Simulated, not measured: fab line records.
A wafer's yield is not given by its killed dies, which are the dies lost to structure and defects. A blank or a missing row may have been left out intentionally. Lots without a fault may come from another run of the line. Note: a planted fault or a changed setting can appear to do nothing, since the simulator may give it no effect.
fab line records	flow gf180mcu
record lots=24	wafers=72	last-day=34
route steps=602 shown V1@349 M4@473 V4@493 TOP_METAL@569
lots with no fault: from the same line, run without faults
start-h: hours from the record's opening day to when the first of the lot's shown wafers began	wait-h: hours from the lot's prior step to this one	" repeats the value in the row above	L1.1+2: one row covering several wafers at once	- no value present, or no start provided	* or withheld: withheld	< > ~ a bound
route shown NAME@n: NAME is a module with steps in the file, n the number in the route of the first one	usual: mean and standard deviation over wafers with no fault	same: alike in all rows	chamber/n: place in a boat	sites: per-site readings	_std_site: how widely they spread, as a standard deviation	_edge_site: the outer-site mean with the inner-site mean subtracted	radius-mm: for every site, how far away it sits from the centre of the wafer	mask NAME#n: copy n	behind: tool/chamber where the wafer was last shaped	hold: why the lot went on hold/how many hours it stayed there/how the hold came to an end	device: the n, p or np transistor that did not switch	end of line: tests of these same wafers at the route's end	a step with no rows: only its recipe	killed: dies lost to structure and defects at the first sort, not the wafer's yield	map: the dies of a wafer, with x for killed, . for not killed, _ for no die there
set.NAME: the setting that was run; set.NAME@STEP: the one run at that earlier step	model.NAME: the simulator's own value behind a step, which no gauge read
one table for each step of the route and one row for each wafer, over a sample of lots
services: a tool's chamber out of use, with start hour (start-h, from the record's first day; less than 0 if before it), hours out, and reason
## steps
# step GF_V1_CD_MEAS_14
# recipe target-cd-nm=260
# usual cd-nm=260.3/1.3
lot.wafer	tool	chamber	start-h	wait-h	cd-nm
L074.2	cd-sem-02	-	412.58	0.1	260.9
L074.5	"	-	"	"	260.4
L074.6	"	-	"	"	259.9
L075.1	cd-sem-02	-	422.96	0.1	260.2
L075.2	"	-	"	"	260.9
L075.4	"	-	"	"	261.0
L076.2	cd-sem-01	-	431.41	0.1	258.6
L076.3	"	-	"	"	259.7
L076.4	"	-	"	"	259.4
L077.2	cd-sem-02	-	439.48	0.1	261.4
L077.3	"	-	"	"	260.4
L077.6	"	-	"	"	261.2
L078.3	cd-sem-01	-	453.63	0.1	261.5
L078.4	"	-	"	"	261.5
L078.5	"	-	"	"	261.4
L079.1	cd-sem-02	-	458.29	0.1	259.6
L079.4	"	-	"	"	260.5
L079.5	"	-	"	"	259.9
L080.2	cd-sem-02	-	468.41	0.1	259.4
L080.3	"	-	"	"	258.3
L080.4	"	-	"	"	260.2
L081.3	cd-sem-01	-	480.53	0.1	260.0
L081.4	"	-	"	"	261.0
L081.6	"	-	"	"	260.7
L082.3	cd-sem-01	-	487.35	0.1	260.1
L082.4	"	-	"	"	260.4
L082.5	"	-	"	"	260.3
L083.1	cd-sem-01	-	495.11	0.1	258.4
L083.2	"	-	"	"	259.1
L083.6	"	-	"	"	258.7
L084.1	cd-sem-01	-	510.26	0.1	260.7
L084.2	"	-	"	"	260.0
L084.5	"	-	"	"	260.3
L085.1	cd-sem-01	-	515.46	0.1	259.9
L085.3	"	-	"	"	259.5
L085.6	"	-	"	"	260.2
L086.2	cd-sem-02	-	517.88	0.1	259.1
L086.4	"	-	"	"	258.1
L086.6	"	-	"	"	257.1
L087.1	cd-sem-01	-	524.26	0.1	260.8
L087.4	"	-	"	"	261.1
L087.6	"	-	"	"	262.5
L088.1	cd-sem-02	-	537.11	0.1	263.7
L088.3	"	-	"	"	261.7
L088.6	"	-	"	"	263.8
L089.2	cd-sem-01	-	544.53	0.1	261.4
L089.4	"	-	"	"	259.8
L089.5	"	-	"	"	260.7
L090.2	cd-sem-02	-	559.03	0.1	258.8
L090.3	"	-	"	"	258.9
L090.6	"	-	"	"	258.1
L091.1	cd-sem-02	-	574.71	0.1	258.1
L091.4	"	-	"	"	259.2
L091.5	"	-	"	"	258.2
L092.1	cd-sem-01	-	587.56	0.1	262.6
L092.4	"	-	"	"	260.8
L092.6	"	-	"	"	260.2
L094.1	cd-sem-01	-	591.59	0.1	261.3
L094.2	"	-	"	"	261.8
L094.5	"	-	"	"	261.2
L093.1	cd-sem-02	-	592.24	0.1	260.6
L093.2	"	-	"	"	261.9
L093.3	"	-	"	"	260.9
L095.3	cd-sem-01	-	594.40	0.1	261.0
L095.5	"	-	"	"	260.5
L095.6	"	-	"	"	261.5
L096.2	cd-sem-02	-	609.08	0.1	260.6
L096.3	"	-	"	"	260.1
L096.6	"	-	"	"	259.9
L097.2	cd-sem-02	-	612.33	0.1	261.7
L097.3	"	-	"	"	261.3
L097.6	"	-	"	"	262.3
# step GF_V1_ETCH_16
# recipe chemistry=N2/H2	target-depth-a=withheld	overetch-a=withheld	time-s=withheld	target=BARC	ion-energy-ev=200	source-w=500	bias-w=100	pressure-mtorr=30	n2-flow-sccm=100	h2-flow-sccm=200
# usual drypump-motor-current-A=5.6/0.42	h2-flow-sccm=200.0/0.6	oes-product-au=0.856/0.0048	throttle-valve-pct=13.224/0.0091
lot.wafer	tool	chamber	start-h	wait-h	drypump-motor-current-A	h2-flow-sccm	oes-product-au	throttle-valve-pct
L074.2	rie-diel-02	3	412.72	0.0	5.8	199.4	0.861	13.224
L074.5	"	3	"	"	5.8	199.3	0.858	13.241
L074.6	"	0	"	"	5.8	199.8	0.857	13.215
L075.1	rie-diel-01	0	423.12	0.0	5.5	200.6	0.860	13.221
L075.2	"	2	"	"	5.8	200.3	0.857	13.209
L075.4	"	1	"	"	6.1	199.3	0.851	13.223
L076.2	rie-diel-03	0	431.55	0.0	6.6	200.4	0.853	13.210
L076.3	"	3	"	"	4.9	201.7	0.848	13.230
L076.4	"	1	"	"	5.3	200.4	0.854	13.228
L077.2	rie-diel-03	1	439.62	0.0	5.3	200.0	0.851	13.245
L077.3	"	2	"	"	5.4	200.9	0.861	13.234
L077.6	"	2	"	"	5.4	201.4	0.856	13.214
L078.3	rie-diel-01	1	453.75	0.0	6.1	200.8	0.856	13.226
L078.4	"	3	"	"	5.3	200.7	0.861	13.222
L078.5	"	3	"	"	5.3	200.1	0.853	13.238
L079.1	rie-diel-01	2	458.45	0.0	5.8	200.9	0.862	13.225
L079.4	"	0	"	"	5.5	200.3	0.853	13.219
L079.5	"	3	"	"	5.3	200.2	0.865	13.214
L080.2	rie-diel-01	0	468.55	0.0	5.5	199.8	0.863	13.228
L080.3	"	2	"	"	5.8	200.2	0.847	13.226
L080.4	"	1	"	"	6.0	200.8	0.851	13.211
L081.3	rie-diel-01	1	480.65	0.0	6.0	199.8	0.854	13.209
L081.4	"	2	"	"	5.8	200.2	0.857	13.228
L081.6	"	1	"	"	6.1	200.1	0.857	13.213
L082.3	rie-diel-03	2	487.47	0.0	5.4	199.6	0.864	13.245
L082.4	"	1	"	"	5.3	198.0	0.853	13.222
L082.5	"	3	"	"	4.9	199.1	0.860	13.220
L083.1	rie-diel-01	0	495.27	0.0	5.5	199.5	0.859	13.214
L083.2	"	3	"	"	5.3	199.2	0.859	13.215
L083.6	"	2	"	"	5.8	199.4	0.860	13.227
L084.1	rie-diel-01	2	510.42	0.0	5.8	199.6	0.856	13.219
L084.2	"	0	"	"	5.5	200.0	0.860	13.233
L084.5	"	2	"	"	5.8	200.7	0.851	13.212
L085.1	rie-diel-01	2	515.62	0.0	5.8	200.5	0.865	13.225
L085.3	"	1	"	"	6.1	199.3	0.854	13.214
L085.6	"	1	"	"	6.1	200.1	0.858	13.231
L086.2	rie-diel-02	2	518.02	0.0	5.3	199.5	0.864	13.222
L086.4	"	0	"	"	5.8	199.7	0.860	13.237
L086.6	"	1	"	"	5.6	200.9	0.854	13.230
L087.1	rie-diel-02	1	524.42	0.0	5.6	198.7	0.861	13.227
L087.4	"	2	"	"	5.3	198.9	0.855	13.220
L087.6	"	3	"	"	5.8	200.2	0.853	13.198
L088.1	rie-diel-01	1	537.27	0.0	6.0	199.6	0.851	13.236
L088.3	"	2	"	"	5.8	200.9	0.859	13.241
L088.6	"	0	"	"	5.5	199.6	0.859	13.232
L089.2	rie-diel-02	0	544.67	0.0	5.8	199.8	0.857	13.217
L089.4	"	1	"	"	5.6	199.9	0.857	13.232
L089.5	"	3	"	"	5.8	199.1	0.859	13.224
L090.2	rie-diel-02	2	559.17	0.0	5.3	200.4	0.854	13.219
L090.3	"	1	"	"	5.6	200.2	0.862	13.234
L090.6	"	3	"	"	5.8	200.0	0.863	13.223
L091.1	rie-diel-03	1	574.86	0.0	5.3	199.8	0.859	13.225
L091.4	"	2	"	"	5.4	199.7	0.857	13.220
L091.5	"	2	"	"	5.4	200.2	0.857	13.212
L092.1	rie-diel-03	3	587.72	0.0	4.9	199.6	0.858	13.213
L092.4	"	1	"	"	5.3	199.7	0.853	13.216
L092.6	"	3	"	"	4.9	199.7	0.857	13.231
L094.1	rie-diel-02	3	591.74	0.0	5.8	199.3	0.851	13.210
L094.2	"	1	"	"	5.6	199.9	0.855	13.213
L094.5	"	0	"	"	5.8	199.4	0.857	13.214
L093.1	rie-diel-03	3	592.39	0.0	4.9	199.2	0.858	13.240
L093.2	"	0	"	"	6.6	199.9	0.860	13.244
L093.3	"	1	"	"	5.3	200.9	0.854	13.226
L095.3	rie-diel-03	1	594.52	0.0	5.3	201.0	0.847	13.233
L095.5	"	0	"	"	6.6	200.5	0.861	13.215
L095.6	"	1	"	"	5.3	200.6	0.853	13.213
L096.2	rie-diel-01	0	609.22	0.0	5.5	199.4	0.850	13.228
L096.3	"	2	"	"	5.8	199.3	0.857	13.220
L096.6	"	1	"	"	6.1	200.2	0.860	13.221
L097.2	rie-diel-01	1	612.47	0.0	6.1	199.7	0.851	13.235
L097.3	"	3	"	"	5.3	200.4	0.856	13.228
L097.6	"	3	"	"	5.3	200.4	0.856	13.221
# step GF_M4_STRIP_17
# recipe chemistry=O2/N2	power-w=1400	pressure-mtorr=1500	platen-temp-c=250	o2-flow-sccm=3000	n2-flow-sccm=300	overash-fraction=0.5
# usual drypump-motor-current-A=5.6/0.32	heater-power-w=336/35	oes-product-au=0.537/0.0048	strip-time-to-endpoint-s=7.37/0.044
lot.wafer	tool	chamber	start-h	wait-h	drypump-motor-current-A	heater-power-w	oes-product-au	rf-hours-counter-h	strip-time-to-endpoint-s
L074.2	plasma-asher-03	0	540.44	0.1	5.5	306	0.531	44	7.38
L074.5	"	1	"	"	5.1	340	0.544	-	7.36
L074.6	"	0	"	"	5.5	310	0.535	-	7.32
L075.1	plasma-asher-03	1	549.74	0.1	5.1	336	0.530	45	7.36
L075.2	"	0	"	"	5.5	311	0.537	45	7.44
L075.4	"	1	"	"	5.1	335	0.545	-	7.40
L076.2	plasma-asher-02	1	560.84	0.1	5.4	322	0.534	96	7.39
L076.3	"	0	"	"	5.6	337	0.544	-	7.42
L076.4	"	1	"	"	5.4	320	0.537	-	7.40
L077.2	plasma-asher-03	0	565.84	0.1	5.5	303	0.536	46	7.34
L077.3	"	0	"	"	5.5	306	0.539	-	7.35
L077.6	"	0	"	"	5.5	305	0.519	-	7.33
L078.3	plasma-asher-02	0	579.63	0.1	5.6	333	0.536	-	7.35
L078.4	"	1	"	"	5.4	317	0.535	-	7.37
L078.5	"	1	"	"	5.5	315	0.533	-	7.39
L079.1	plasma-asher-04	0	582.34	0.1	6.1	316	0.535	76	7.36
L079.4	"	1	"	"	5.6	410	0.539	-	7.42
L079.5	"	0	"	"	6.1	307	0.538	-	7.40
L080.2	plasma-asher-03	0	591.28	0.1	5.5	311	0.530	49	7.34
L080.3	"	1	"	"	5.1	329	0.532	-	7.40
L080.4	"	0	"	"	5.5	311	0.532	-	7.35
L081.3	plasma-asher-02	0	603.63	0.1	5.6	335	0.541	-	7.35
L081.4	"	1	"	"	5.4	311	0.539	-	7.36
L081.6	"	0	"	"	5.6	333	0.533	-	7.36
L082.3	plasma-asher-03	1	607.63	0.1	5.1	337	0.536	-	7.37
L082.4	"	0	"	"	5.5	308	0.542	-	7.40
L082.5	"	1	"	"	5.1	330	0.535	-	7.38
L083.1	plasma-asher-03	1	615.94	0.1	5.1	330	0.537	51	7.33
L083.2	"	0	"	"	5.6	313	0.535	51	7.27
L083.6	"	1	"	"	5.1	341	0.530	-	7.28
L084.1	plasma-asher-03	0	628.49	0.1	5.5	306	0.536	52	7.34
L084.2	"	1	"	"	5.1	334	0.531	52	7.36
L084.5	"	0	"	"	5.5	304	0.533	-	7.38
L085.1	plasma-asher-04	1	633.09	0.1	5.6	399	0.546	81	7.48
L085.3	"	0	"	"	6.1	314	0.536	-	7.45
L085.6	"	1	"	"	5.6	408	0.534	-	7.48
L086.2	plasma-asher-04	1	635.97	0.2	5.6	409	0.532	81	7.34
L086.4	"	1	"	"	5.6	392	0.538	-	7.31
L086.6	"	0	"	"	6.1	303	0.537	-	7.29
L087.1	plasma-asher-02	0	641.26	0.2	5.6	335	0.540	105	7.39
L087.4	"	1	"	"	5.4	319	0.532	-	7.31
L087.6	"	0	"	"	5.6	330	0.538	-	7.30
L088.1	plasma-asher-02	1	652.64	0.1	5.4	321	0.527	106	7.38
L088.3	"	0	"	"	5.6	340	0.547	-	7.40
L088.6	"	0	"	"	5.6	334	0.548	-	7.43
L089.2	plasma-asher-02	0	659.53	0.1	5.6	333	0.537	107	7.41
L089.4	"	1	"	"	5.5	323	0.539	-	7.40
L089.5	"	0	"	"	5.6	343	0.534	-	7.40
L090.2	plasma-asher-04	1	672.63	0.1	5.6	413	0.532	85	7.41
L090.3	"	0	"	"	6.1	312	0.537	-	7.41
L090.6	"	0	"	"	6.1	312	0.544	-	7.39
L091.1	plasma-asher-04	1	683.74	0.1	5.6	401	0.537	87	7.37
L091.4	"	1	"	"	5.6	402	0.538	-	7.39
L091.5	"	0	"	"	6.1	302	0.529	-	7.39
L092.1	plasma-asher-04	1	696.93	0.1	5.7	396	0.531	88	7.40
L092.4	"	1	"	"	5.7	415	0.538	-	7.39
L092.6	"	1	"	"	5.6	407	0.536	-	7.37
L094.1	plasma-asher-04	1	699.79	0.1	5.6	388	0.542	88	7.36
L094.2	"	0	"	"	6.1	306	0.542	88	7.42
L094.5	"	1	"	"	5.6	406	0.539	-	7.39
L093.1	plasma-asher-03	1	700.64	0.1	5.1	342	0.537	61	7.30
L093.2	"	0	"	"	5.5	308	0.542	61	7.37
L093.3	"	1	"	"	5.1	338	0.530	-	7.32
L095.3	plasma-asher-04	0	702.18	0.1	6.1	314	0.531	-	7.31
L095.5	"	0	"	"	6.1	306	0.532	-	7.32
L095.6	"	1	"	"	5.7	409	0.531	-	7.34
L096.2	plasma-asher-03	0	715.79	0.1	5.5	310	0.535	62	7.35
L096.3	"	0	"	"	5.5	306	0.536	-	7.40
L096.6	"	0	"	"	5.5	303	0.530	-	7.33
L097.2	plasma-asher-04	1	718.39	0.1	5.6	395	0.537	90	7.36
L097.3	"	0	"	"	6.1	308	0.533	-	7.34
L097.6	"	1	"	"	5.6	407	0.535	-	7.35
# step GF_V4_ETCH_17
# recipe chemistry=C4F8/O2/Ar	mask-material=KrF	target=SiO2	stop-on=TiN	source-w=1500	bias-w=1200	pressure-mtorr=40	c4f8-flow-sccm=withheld	O2_flow_sccm=6	Ar_flow_sccm=300	time-s=withheld	target-depth-a=6300
# usual oes-product-au=0.856/0.005
lot.wafer	tool	chamber	start-h	wait-h	oes-product-au
L074.2	rie-diel-01	3	-	-	0.848
L074.5	"	3	"	"	0.860
L074.6	"	0	"	"	0.856
L075.1	rie-diel-01	0	-	-	0.850
L075.2	"	2	"	"	0.853
L075.4	"	3	"	"	0.856
L076.2	rie-diel-01	3	-	-	0.857
L076.3	"	0	"	"	0.859
L076.4	"	2	"	"	0.854
L077.2	rie-diel-01	1	-	-	0.849
L077.3	"	0	"	"	0.860
L077.6	"	0	"	"	0.855
L078.3	rie-diel-04	0	-	-	0.859
L078.4	"	1	"	"	0.862
L078.5	"	1	"	"	0.851
L079.1	rie-diel-04	0	-	-	0.861
L079.4	"	2	"	"	0.862
L079.5	"	2	"	"	0.865
L080.2	rie-diel-03	2	-	-	0.850
L080.3	"	1	"	"	0.854
L080.4	"	0	"	"	0.866
L081.3	rie-diel-04	2	-	-	0.861
L081.4	"	3	"	"	0.864
L081.6	"	1	"	"	0.855
L082.3	rie-diel-03	2	-	-	0.847
L082.4	"	1	"	"	0.861
L082.5	"	0	"	"	0.860
L083.1	rie-diel-04	1	-	-	0.860
L083.2	"	2	"	"	0.869
L083.6	"	0	"	"	0.860
L084.1	rie-diel-03	1	-	-	0.859
L084.2	"	0	"	"	0.849
L084.5	"	3	"	"	0.853
L085.1	rie-diel-04	0	-	-	0.851
L085.3	"	3	"	"	0.851
L085.6	"	3	"	"	0.858
L086.2	rie-diel-04	0	-	-	0.862
L086.4	"	1	"	"	0.848
L086.6	"	2	"	"	0.850
L087.1	rie-diel-03	2	-	-	0.856
L087.4	"	1	"	"	0.858
L087.6	"	0	"	"	0.853
L088.1	rie-diel-01	3	-	-	0.854
L088.3	"	0	"	"	0.846
L088.6	"	3	"	"	0.857
L089.2	rie-diel-03	1	-	-	0.859
L089.4	"	2	"	"	0.851
L089.5	"	1	"	"	0.853
L090.2	rie-diel-03	1	-	-	0.858
L090.3	"	0	"	"	0.857
L090.6	"	0	"	"	0.846
L091.1	rie-diel-03	2	-	-	0.866
L091.4	"	2	"	"	0.853
L091.5	"	0	"	"	0.858
L092.1	rie-diel-01	3	-	-	0.863
L092.4	"	2	"	"	0.859
L092.6	"	0	"	"	0.858
L094.1	rie-diel-03	1	-	-	0.846
L094.2	"	2	"	"	0.859
L094.5	"	2	"	"	0.852
L093.1	rie-diel-04	3	-	-	0.865
L093.2	"	2	"	"	0.855
L093.3	"	0	"	"	0.857
L095.3	rie-diel-01	3	-	-	0.862
L095.5	"	0	"	"	0.853
L095.6	"	2	"	"	0.852
L096.2	rie-diel-01	0	-	-	0.861
L096.3	"	2	"	"	0.854
L096.6	"	3	"	"	0.864
L097.2	rie-diel-01	1	-	-	0.845
L097.3	"	3	"	"	0.863
L097.6	"	0	"	"	0.863
# step GF_TOP_METAL_SPUTTER_02
# recipe material=AlCu	target-thk-nm=900	power-w=10600	chamber-pressure-pa=0.3	substrate-temp-c=250	gas=Ar	time-s=47.82
# usual throttle-valve-pct=29.6/0.84
lot.wafer	tool	chamber	start-h	wait-h	throttle-valve-pct
L074.2	pvd-sputter-04	-	634.47	0.0	28.8
L074.5	"	-	"	"	28.5
L074.6	"	-	"	"	29.0
L075.1	pvd-sputter-04	-	642.77	0.0	30.4
L075.2	"	-	"	"	29.6
L075.4	"	-	"	"	30.5
L076.2	pvd-sputter-01	-	657.20	0.0	31.4
L076.3	"	-	"	"	29.1
L076.4	"	-	"	"	29.2
L077.2	pvd-sputter-02	-	657.50	0.0	29.2
L077.3	"	-	"	"	29.2
L077.6	"	-	"	"	29.1
L078.3	pvd-sputter-04	-	668.76	0.0	30.5
L078.4	"	-	"	"	29.1
L078.5	"	-	"	"	29.9
L079.1	pvd-sputter-04	-	671.87	0.0	28.9
L079.4	"	-	"	"	29.9
L079.5	"	-	"	"	28.6
L080.2	pvd-sputter-02	-	679.65	0.0	30.1
L080.3	"	-	"	"	29.4
L080.4	"	-	"	"	29.3
L081.3	pvd-sputter-02	-	690.63	0.0	29.4
L081.4	"	-	"	"	29.8
L081.6	"	-	"	"	29.1
L082.3	pvd-sputter-02	-	693.81	0.0	29.3
L082.4	"	-	"	"	29.4
L082.5	"	-	"	"	29.3
L083.1	pvd-sputter-01	-	702.51	0.0	29.5
L083.2	"	-	"	"	29.0
L083.6	"	-	"	"	31.2
L084.1	pvd-sputter-01	-	712.32	0.0	29.4
L084.2	"	-	"	"	31.7
L084.5	"	-	"	"	31.4
L085.1	pvd-sputter-01	-	716.17	0.0	28.4
L085.3	"	-	"	"	28.9
L085.6	"	-	"	"	29.4
L086.2	pvd-sputter-01	-	719.47	0.0	28.3
L086.4	"	-	"	"	29.2
L086.6	"	-	"	"	29.6
L087.1	pvd-sputter-01	-	722.42	0.0	29.3
L087.4	"	-	"	"	29.1
L087.6	"	-	"	"	29.6
L088.1	pvd-sputter-04	-	734.00	0.0	29.0
L088.3	"	-	"	"	28.8
L088.6	"	-	"	"	29.1
L089.2	pvd-sputter-02	-	740.42	0.0	30.4
L089.4	"	-	"	"	29.3
L089.5	"	-	"	"	30.0
L090.2	pvd-sputter-02	-	751.77	0.0	29.4
L090.3	"	-	"	"	29.1
L090.6	"	-	"	"	29.2
L091.1	pvd-sputter-02	-	760.62	0.0	29.5
L091.4	"	-	"	"	30.3
L091.5	"	-	"	"	29.3
L092.1	pvd-sputter-01	-	772.85	0.0	31.7
L092.4	"	-	"	"	28.5
L092.6	"	-	"	"	31.3
L094.1	pvd-sputter-02	-	773.65	0.0	30.1
L094.2	"	-	"	"	29.3
L094.5	"	-	"	"	29.3
L093.1	pvd-sputter-02	-	775.04	0.0	29.2
L093.2	"	-	"	"	29.8
L093.3	"	-	"	"	30.0
L095.3	pvd-sputter-01	-	775.92	0.0	31.5
L095.5	"	-	"	"	31.6
L095.6	"	-	"	"	28.9
L096.2	pvd-sputter-01	-	789.36	0.0	31.5
L096.3	"	-	"	"	28.2
L096.6	"	-	"	"	29.4
L097.2	pvd-sputter-04	-	789.69	0.0	28.8
L097.3	"	-	"	"	29.2
L097.6	"	-	"	"	29.0
# step GF_TOP_METAL_CD_MEAS_14
# recipe target-cd-nm=440
# usual cd-nm=440.4/2.5
lot.wafer	tool	chamber	start-h	wait-h	cd-nm
L074.2	cd-sem-01	-	654.56	0.1	437.6
L074.5	"	-	"	"	439.3
L074.6	"	-	"	"	437.0
L075.1	cd-sem-01	-	662.69	0.1	444.0
L075.2	"	-	"	"	441.7
L075.4	"	-	"	"	440.8
L076.2	cd-sem-01	-	676.55	0.2	441.1
L076.3	"	-	"	"	438.7
L076.4	"	-	"	"	438.9
L077.2	cd-sem-02	-	676.81	0.1	439.4
L077.3	"	-	"	"	438.4
L077.6	"	-	"	"	437.3
L078.3	cd-sem-02	-	688.23	0.1	440.6
L078.4	"	-	"	"	441.3
L078.5	"	-	"	"	441.6
L079.1	cd-sem-02	-	690.64	0.1	444.6
L079.4	"	-	"	"	440.1
L079.5	"	-	"	"	440.6
L080.2	cd-sem-01	-	698.06	0.1	440.0
L080.3	"	-	"	"	437.9
L080.4	"	-	"	"	440.1
L081.3	cd-sem-01	-	709.48	0.1	439.1
L081.4	"	-	"	"	438.5
L081.6	"	-	"	"	437.8
L082.3	cd-sem-02	-	711.88	0.1	439.6
L082.4	"	-	"	"	442.8
L082.5	"	-	"	"	440.3
L083.1	cd-sem-02	-	720.94	0.1	446.9
L083.2	"	-	"	"	448.3
L083.6	"	-	"	"	447.2
L084.1	cd-sem-01	-	730.09	0.1	440.0
L084.2	"	-	"	"	439.6
L084.5	"	-	"	"	439.7
L085.1	cd-sem-01	-	733.61	0.1	440.6
L085.3	"	-	"	"	439.3
L085.6	"	-	"	"	437.7
L086.2	cd-sem-01	-	737.26	0.1	440.8
L086.4	"	-	"	"	442.6
L086.6	"	-	"	"	439.2
L087.1	cd-sem-01	-	740.14	0.1	442.7
L087.4	"	-	"	"	443.9
L087.6	"	-	"	"	444.5
L088.1	cd-sem-02	-	750.61	0.1	441.9
L088.3	"	-	"	"	440.7
L088.6	"	-	"	"	441.1
L089.2	cd-sem-02	-	755.86	0.1	440.8
L089.4	"	-	"	"	441.4
L089.5	"	-	"	"	443.7
L090.2	cd-sem-01	-	768.23	0.1	438.4
L090.3	"	-	"	"	440.2
L090.6	"	-	"	"	436.9
L091.1	cd-sem-01	-	776.56	0.1	445.1
L091.4	"	-	"	"	442.9
L091.5	"	-	"	"	444.4
L092.1	cd-sem-01	-	788.96	0.1	439.3
L092.4	"	-	"	"	438.1
L092.6	"	-	"	"	438.9
L094.1	cd-sem-02	-	789.09	0.1	439.7
L094.2	"	-	"	"	436.5
L094.5	"	-	"	"	439.0
L093.1	cd-sem-02	-	790.89	0.1	440.8
L093.2	"	-	"	"	440.1
L093.3	"	-	"	"	440.0
L095.3	cd-sem-01	-	791.73	0.1	439.6
L095.5	"	-	"	"	437.8
L095.6	"	-	"	"	437.0
L096.2	cd-sem-02	-	805.06	0.1	441.1
L096.3	"	-	"	"	439.7
L096.6	"	-	"	"	442.0
L097.2	cd-sem-01	-	805.36	0.1	437.0
L097.3	"	-	"	"	438.4
L097.6	"	-	"	"	435.7
## services
tool	chamber	start-h	hours	kind
rie-diel-03	-	391.53	0.3	repair
rie-diel-03	0	398.74	19.3	repair
rie-diel-01	1	410.42	2.2	repair
rie-diel-01	-	413.33	1.4	repair
rie-diel-01	3	419.17	10.1	repair
plasma-asher-04	-	427.98	0.6	repair
plasma-asher-03	-	444.64	0.5	repair
pvd-sputter-01	-	459.55	0.6	repair
plasma-asher-03	-	468.14	0.7	repair
rie-diel-01	-	484.07	2.2	repair
rie-diel-01	-	504.98	2.8	pm
rie-diel-03	3	518.75	5.8	repair
rie-diel-03	1	536.10	2.1	repair
rie-diel-01	1	545.20	23.7	repair
rie-diel-03	-	597.70	1.4	repair
rie-diel-03	0	675.30	7.1	repair
rie-diel-03	3	697.09	27.2	repair
rie-diel-01	1	706.59	15.3	repair
rie-diel-01	2	726.49	2.5	repair
rie-diel-03	3	734.38	10.6	repair
rie-diel-01	2	737.33	3.1	repair
rie-diel-03	0	743.76	24.2	repair
rie-diel-01	-	749.78	2.5	repair
rie-diel-03	3	769.00	19.0	repair
## key
fault none
